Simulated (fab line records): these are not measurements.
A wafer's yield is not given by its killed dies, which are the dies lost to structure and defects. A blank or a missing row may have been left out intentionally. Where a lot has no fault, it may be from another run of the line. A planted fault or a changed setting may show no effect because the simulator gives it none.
fab line records	flow gf180mcu
[record] lots = 14	wafers = 42	last_day = 33
route steps=602 shown M3@410 V3@430 M4@470
lots that met no fault: taken from a fault-free run of the same line
start_h: hours from the record's first day to the start of the lot's first wafer shown	wait_h: hours since the lot's step before	" identical to the entry in the row above	L1.1+2: several wafers, shown together as one row	- either no value or no given start	* or withheld: withheld	< > ~ a bound
route shown NAME@n: a module of which the file shows steps, and the number in the route of the first	usual: average and standard deviation across the fault-free wafers	same: alike in all rows	chamber/n: place in a boat	sites: the reading at each site	_std_site: their standard deviation	_edge_site: mean of outer sites minus mean of inner sites	radius_mm: how far each site lies from the wafer's centre	mask NAME#n: copy n	behind: the tool/chamber that last shaped the wafer	hold: why the lot was held/for how many hours/how that ended	device: whichever transistor did not switch (one of n, p or np)	end of line: the same wafers' tests at the end of the route	a step given without rows: its recipe and nothing more	killed: at the first sort, the dies lost to defects and structure; wafer yield is something else	map: a wafer's dies, x killed, . not, _ none there
set.NAME: setting as actually run; set.NAME@STEP: the setting as run at that earlier step	model.NAME: the simulator's own value behind a step, which no gauge read
route steps across a sampled set of lots; one table per step, one row per wafer
services: when a tool's chamber went out of use (start_h, in hours from the record's first day, below 0 if earlier), for how many hours, and the reason
[[steps]]
[step GF_M3_SPUTTER_01]
[recipe] material = TiN	target_thk_nm = 30	power_w = 6500	time_s = 25	chamber_pressure_pa = 0.4
[usual] cathode_dc_power_W = 6500.2/1.2	throttle_valve_pct = 30.1/1.1
lot.wafer	tool	chamber	start_h	wait_h	cathode_dc_power_W	throttle_valve_pct
L537.3	pvd_sputter-04	-	458.50	0.1	6499.7	28.6
L537.5	"	-	"	"	6500.4	27.4
L537.6	"	-	"	"	6499.6	31.1
L538.2	pvd_sputter-04	-	473.42	0.1	6499.7	27.6
L538.3	"	-	"	"	6501.0	28.5
L538.5	"	-	"	"	6498.4	28.1
L539.4	pvd_sputter-02	-	478.82	0.1	6500.3	31.0
L539.5	"	-	"	"	6501.5	29.5
L539.6	"	-	"	"	6498.8	31.9
L540.1	pvd_sputter-02	-	488.91	0.1	6498.0	30.9
L540.2	"	-	"	"	6501.3	29.8
L540.5	"	-	"	"	6500.5	30.6
L541.1	pvd_sputter-03	-	502.67	0.1	6501.4	30.2
L541.3	"	-	"	"	6501.0	30.1
L541.5	"	-	"	"	6500.0	30.9
L542.1	pvd_sputter-03	-	516.29	0.1	6499.5	30.0
L542.3	"	-	"	"	6499.4	29.8
L542.6	"	-	"	"	6500.9	30.2
L543.4	pvd_sputter-03	-	519.35	0.1	6500.3	29.5
L543.5	"	-	"	"	6503.2	29.6
L543.6	"	-	"	"	6500.2	31.1
L544.2	pvd_sputter-03	-	524.00	0.1	6499.9	30.2
L544.3	"	-	"	"	6499.3	31.0
L544.6	"	-	"	"	6498.9	29.8
L546.3	pvd_sputter-03	-	539.92	0.1	6501.1	30.2
L546.4	"	-	"	"	6499.5	30.1
L546.6	"	-	"	"	6502.2	29.8
L548.2	pvd_sputter-04	-	560.10	0.1	6502.3	30.7
L548.4	"	-	"	"	6498.8	27.6
L548.5	"	-	"	"	6499.5	27.3
L550.2	pvd_sputter-03	-	581.11	0.1	6499.0	30.0
L550.3	"	-	"	"	6499.2	30.2
L550.5	"	-	"	"	6498.9	30.1
L555.1	pvd_sputter-02	-	619.65	0.1	6499.6	30.4
L555.2	"	-	"	"	6501.9	29.4
L555.4	"	-	"	"	6504.0	30.9
L556.3	pvd_sputter-04	-	626.65	0.1	6499.4	28.0
L556.5	"	-	"	"	6501.6	27.8
L556.6	"	-	"	"	6498.8	30.1
L557.2	pvd_sputter-02	-	627.56	0.1	6499.7	32.0
L557.3	"	-	"	"	6499.9	31.1
L557.6	"	-	"	"	6498.8	30.7
[step GF_M3_METAL_ETCH_16]
[recipe] chemistry = Cl2/BCl3	mask_material = KrF	target_depth_nm = 627.5	stop_on = SiO2	pressure_mtorr = 8	icp_w = 800	bias_w = 140	Cl2_flow_sccm = 80	bcl3_flow_sccm = 40	time_s = 104.6
[usual] drypump_motor_current_A = 5.6/0.39	oes_product_au = 0.973/0.0058	rf_fwd_power_W = 794.8/2.1	throttle_valve_pct = 28.248/0.011
lot.wafer	tool	chamber	start_h	wait_h	drypump_motor_current_A	oes_product_au	rf_fwd_power_W	rf_hours_counter_h	throttle_valve_pct
L537.3	rie_metal-03	1	482.24	0.1	5.6	0.977	795.5	-	28.249
L537.5	"	1	"	"	5.5	0.974	796.7	-	28.257
L537.6	"	0	"	"	5.3	0.969	794.0	-	28.234
L538.2	rie_metal-03	0	496.81	0.0	5.3	0.973	794.1	0	28.232
L538.3	"	1	"	"	5.6	0.973	794.6	-	28.239
L538.5	"	0	"	"	5.3	0.981	797.0	-	28.247
L539.4	rie_metal-04	1	502.45	0.0	5.2	0.965	795.7	-	28.261
L539.5	"	0	"	"	6.3	0.966	798.2	-	28.248
L539.6	"	1	"	"	5.2	0.962	795.5	-	28.251
L540.1	rie_metal-04	1	512.60	0.0	5.2	0.967	790.8	9	28.257
L540.2	"	0	"	"	6.2	0.962	795.9	1	28.257
L540.5	"	0	"	"	6.2	0.970	797.5	-	28.251
L541.1	rie_metal-04	0	526.10	0.0	6.2	0.970	797.2	1	28.259
L541.3	"	1	"	"	5.2	0.975	792.7	-	28.249
L541.5	"	1	"	"	5.2	0.974	795.4	-	28.267
L542.1	rie_metal-03	1	539.45	0.0	5.6	0.981	794.2	9	28.225
L542.3	"	1	"	"	5.6	0.978	795.7	-	28.231
L542.6	"	0	"	"	5.3	0.980	796.3	-	28.242
L543.4	rie_metal-04	0	542.33	0.0	6.2	0.966	796.2	-	28.248
L543.5	"	1	"	"	5.2	0.967	796.5	-	28.251
L543.6	"	0	"	"	6.2	0.972	795.1	-	28.264
L544.2	rie_metal-03	1	546.61	0.0	5.6	0.975	789.5	9	28.256
L544.3	"	0	"	"	5.3	0.973	797.2	-	28.251
L544.6	"	1	"	"	5.6	0.976	792.6	-	28.235
L546.3	rie_metal-02	1	562.04	0.1	5.8	0.972	794.9	-	28.275
L546.4	"	0	"	"	5.3	0.984	795.4	-	28.255
L546.6	"	0	"	"	5.3	0.965	795.3	-	28.242
L548.2	rie_metal-04	0	582.16	0.0	6.2	0.970	795.0	2	28.240
L548.4	"	0	"	"	6.2	0.978	793.0	-	28.245
L548.5	"	0	"	"	6.3	0.975	794.0	-	28.246
L550.2	rie_metal-02	0	602.49	0.1	5.3	0.972	795.2	-	28.238
L550.3	"	0	"	"	5.3	0.980	794.4	-	28.233
L550.5	"	0	"	"	5.3	0.978	794.5	-	28.233
L555.1	rie_metal-04	0	640.31	0.0	6.3	0.899	665.0	4	28.308
L555.2	"	1	"	"	5.2	0.909	668.0	12	28.324
L555.4	"	0	"	"	6.3	0.913	667.0	-	28.322
L556.3	rie_metal-03	1	646.54	0.1	5.6	0.982	794.7	-	28.241
L556.5	"	1	"	"	5.6	0.974	797.3	-	28.229
L556.6	"	0	"	"	5.3	0.981	793.9	-	28.231
L557.2	rie_metal-04	0	647.36	0.0	6.3	0.911	668.6	4	28.307
L557.3	"	0	"	"	6.2	0.913	669.2	-	28.317
L557.6	"	0	"	"	6.2	0.920	666.0	-	28.318
[step GF_M3_STRIP_17]
[recipe] chemistry = O2/N2	power_w = 1400	pressure_mtorr = 1500	platen_temp_c = 250	o2_flow_sccm = 3000	n2_flow_sccm = 300	overash_fraction = 0.5
[usual] drypump_motor_current_A = 5.9/0.51	heater_power_w = 332/29	oes_product_au = 0.557/0.0046	strip_time_to_endpoint_s = 7.86/0.033
lot.wafer	tool	chamber	start_h	wait_h	drypump_motor_current_A	heater_power_w	oes_product_au	rf_hours_counter_h	strip_time_to_endpoint_s
L537.3	plasma_asher-04	0	482.35	0.1	5.8	361	0.561	-	7.84
L537.5	"	0	"	"	5.8	365	0.562	-	7.90
L537.6	"	1	"	"	5.1	327	0.559	-	7.86
L538.2	plasma_asher-02	0	496.92	0.1	6.5	388	0.558	40	7.88
L538.3	"	0	"	"	6.5	384	0.557	-	7.86
L538.5	"	0	"	"	6.5	380	0.558	-	7.84
L539.4	plasma_asher-04	0	502.56	0.1	5.8	355	0.557	-	7.82
L539.5	"	1	"	"	5.1	328	0.557	-	7.84
L539.6	"	0	"	"	5.8	349	0.550	-	7.85
L540.1	plasma_asher-02	0	512.71	0.1	6.5	389	0.556	42	7.83
L540.2	"	1	"	"	5.5	301	0.553	42	7.84
L540.5	"	0	"	"	6.5	391	0.556	-	7.86
L541.1	plasma_asher-04	0	526.21	0.1	5.8	360	0.548	72	7.85
L541.3	"	1	"	"	5.1	330	0.549	-	7.84
L541.5	"	1	"	"	5.0	323	0.553	-	7.82
L542.1	plasma_asher-02	0	539.56	0.1	6.5	379	0.555	45	7.80
L542.3	"	1	"	"	5.5	299	0.562	-	7.82
L542.6	"	0	"	"	6.5	385	0.551	-	7.82
L543.4	plasma_asher-04	1	542.44	0.1	5.1	326	0.553	-	7.84
L543.5	"	1	"	"	5.1	327	0.558	-	7.81
L543.6	"	0	"	"	5.8	350	0.558	-	7.91
L544.2	plasma_asher-01	0	546.72	0.1	6.4	300	0.559	12	7.89
L544.3	"	0	"	"	6.4	300	0.553	-	7.88
L544.6	"	1	"	"	6.1	334	0.568	-	7.90
L546.3	plasma_asher-02	1	562.15	0.1	5.5	292	0.558	-	7.87
L546.4	"	0	"	"	6.5	385	0.565	-	7.90
L546.6	"	1	"	"	5.5	301	0.558	-	7.87
L548.2	plasma_asher-01	1	582.27	0.1	6.1	330	0.554	16	7.85
L548.4	"	1	"	"	6.1	326	0.560	-	7.86
L548.5	"	1	"	"	6.1	324	0.554	-	7.89
L550.2	plasma_asher-04	1	602.68	0.1	5.1	328	0.555	81	7.84
L550.3	"	0	"	"	5.8	355	0.549	-	7.87
L550.5	"	0	"	"	5.8	356	0.560	-	7.88
L555.1	plasma_asher-01	0	640.42	0.1	6.4	293	0.572	23	8.25
L555.2	"	1	"	"	6.1	335	0.569	23	8.23
L555.4	"	0	"	"	6.4	304	0.569	-	8.27
L556.3	plasma_asher-01	0	646.65	0.1	6.4	295	0.555	-	7.84
L556.5	"	0	"	"	6.4	290	0.556	-	7.88
L556.6	"	1	"	"	6.1	324	0.548	-	7.89
L557.2	plasma_asher-04	0	647.47	0.1	5.8	350	0.571	85	8.23
L557.3	"	1	"	"	5.0	329	0.564	-	8.22
L557.6	"	0	"	"	5.8	345	0.574	-	8.22
[step GF_V3_THK_MEAS_01]
[recipe] reads = SiO2_of_V3_CVD_00
[usual] V3_CVD_00_THK = 602/5.8
lot.wafer	tool	chamber	start_h	wait_h	V3_CVD_00_THK[nm]
L537.3	film_metro-02	-	482.98	0.1	588
L537.5	"	-	"	"	585
L537.6	"	-	"	"	587
L538.2	film_metro-03	-	497.54	0.0	610
L538.3	"	-	"	"	595
L538.5	"	-	"	"	603
L539.4	film_metro-03	-	503.22	0.0	602
L539.5	"	-	"	"	598
L539.6	"	-	"	"	597
L540.1	film_metro-04	-	513.31	0.0	602
L540.2	"	-	"	"	604
L540.5	"	-	"	"	604
L541.1	film_metro-04	-	526.85	0.1	606
L541.3	"	-	"	"	606
L541.5	"	-	"	"	613
L542.1	film_metro-03	-	540.17	0.0	601
L542.3	"	-	"	"	597
L542.6	"	-	"	"	605
L543.4	film_metro-03	-	543.04	0.0	606
L543.5	"	-	"	"	601
L543.6	"	-	"	"	601
L544.2	film_metro-03	-	547.33	0.0	602
L544.3	"	-	"	"	592
L544.6	"	-	"	"	603
L546.3	film_metro-03	-	562.74	0.1	616
L546.4	"	-	"	"	605
L546.6	"	-	"	"	606
L548.2	film_metro-04	-	582.99	0.1	595
L548.4	"	-	"	"	596
L548.5	"	-	"	"	595
L550.2	film_metro-04	-	603.38	0.1	598
L550.3	"	-	"	"	609
L550.5	"	-	"	"	607
L555.1	film_metro-02	-	641.02	0.0	605
L555.2	"	-	"	"	609
L555.4	"	-	"	"	610
L556.3	film_metro-03	-	647.28	0.1	609
L556.5	"	-	"	"	606
L556.6	"	-	"	"	602
L557.2	film_metro-02	-	648.10	0.0	605
L557.3	"	-	"	"	603
L557.6	"	-	"	"	600
[step GF_M4_CD_MEAS_14]
[recipe] target_cd_nm = 280
[usual] cd_nm = 279.9/1.1
lot.wafer	tool	chamber	start_h	wait_h	cd_nm
L537.3	cd_sem-01	-	531.62	0.1	279.0
L537.5	"	-	"	"	279.6
L537.6	"	-	"	"	279.0
L538.2	cd_sem-01	-	544.46	0.1	280.3
L538.3	"	-	"	"	278.4
L538.5	"	-	"	"	279.7
L539.4	cd_sem-02	-	550.96	0.1	280.4
L539.5	"	-	"	"	279.7
L539.6	"	-	"	"	280.4
L540.1	cd_sem-01	-	561.50	0.1	278.3
L540.2	"	-	"	"	277.4
L540.5	"	-	"	"	279.4
L541.1	cd_sem-01	-	573.25	0.1	279.8
L541.3	"	-	"	"	279.7
L541.5	"	-	"	"	279.9
L542.1	cd_sem-02	-	585.54	0.1	279.0
L542.3	"	-	"	"	281.1
L542.6	"	-	"	"	279.9
L543.4	cd_sem-02	-	589.31	0.1	280.3
L543.5	"	-	"	"	280.3
L543.6	"	-	"	"	279.5
L544.2	cd_sem-02	-	592.61	0.1	279.1
L544.3	"	-	"	"	280.4
L544.6	"	-	"	"	278.5
L546.3	cd_sem-01	-	605.59	0.1	280.1
L546.4	"	-	"	"	281.2
L546.6	"	-	"	"	280.6
L548.2	cd_sem-01	-	625.12	0.1	279.8
L548.4	"	-	"	"	281.6
L548.5	"	-	"	"	280.0
L550.2	cd_sem-01	-	646.32	0.1	281.3
L550.3	"	-	"	"	280.6
L550.5	"	-	"	"	280.6
L555.1	cd_sem-01	-	681.70	0.1	278.7
L555.2	"	-	"	"	279.1
L555.4	"	-	"	"	278.5
L556.3	cd_sem-02	-	687.34	0.1	278.9
L556.5	"	-	"	"	278.9
L556.6	"	-	"	"	280.1
L557.2	cd_sem-01	-	688.42	0.1	280.1
L557.3	"	-	"	"	279.2
L557.6	"	-	"	"	279.2
[[services]]
tool	chamber	start_h	hours	kind
rie_metal-04	0	440.40	-	clean
rie_metal-04	0	440.40	17.8	scheduled_down
rie_metal-04	0	440.40	17.8	vent_cycle
rie_metal-03	0	447.28	-	clean
rie_metal-03	0	447.28	21.3	scheduled_down
rie_metal-03	0	447.28	21.3	vent_cycle
pvd_sputter-02	-	449.51	1.0	repair
pvd_sputter-02	1	455.98	-	consumable_replace:kit
pvd_sputter-02	1	455.98	18.0	scheduled_down
pvd_sputter-02	1	455.98	18.0	vent_cycle
plasma_asher-04	-	457.45	0.4	repair
pvd_sputter-03	-	459.80	21.7	repair
rie_metal-02	-	460.40	0.1	repair
pvd_sputter-02	-	521.53	3.5	repair
plasma_asher-01	-	526.39	1.4	repair
rie_metal-02	-	555.80	0.3	repair
pvd_sputter-04	-	564.25	2.8	repair
plasma_asher-01	-	583.33	0.5	repair
plasma_asher-02	-	593.55	14.6	pm
pvd_sputter-02	-	622.09	5.3	repair
pvd_sputter-03	3	623.71	-	consumable_replace:kit
rie_metal-03	-	630.10	1.4	pm
plasma_asher-04	-	630.80	2.8	pm
rie_metal-03	-	632.15	1.2	repair
[[key]]
[first_sign] step = GF_M3_METAL_ETCH_16	reading = rf_fwd_power_W	direction = down	sigmas = 61	usual = 794.8	struck = 667.3
[effect] step = GF_M3_METAL_ETCH_16	reading = oes_product_au	direction = down	sigmas = 11	usual = 0.973	struck = 0.911
[effect] step = GF_M3_STRIP_17	reading = strip_time_to_endpoint_s	direction = up	sigmas = 11	usual = *	struck = *
met_at GF_M3_METAL_ETCH_16
struck_lots L555,L557
sort_left_out L555.1,L555.2,L555.4,L557.2,L557.3,L557.6
not_acting_at GF_M3_SPUTTER_01,GF_V3_THK_MEAS_01,GF_M4_CD_MEAS_14
onset_between 582.16 640.31
[fault] kind = process_parameter_drift	tool = rie_metal-04	chamber = -	onset_h = 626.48	steps = GF_M3_METAL_ETCH_16	channel = icp_w	offset = -128	shape = step	end_h = 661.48	acts_in = these_recipes_only	stated = 800
// sort_left_out: the simulated sort isn't trusted on such a fault, so these wafers' sort isn't shown, and their yield isn't known
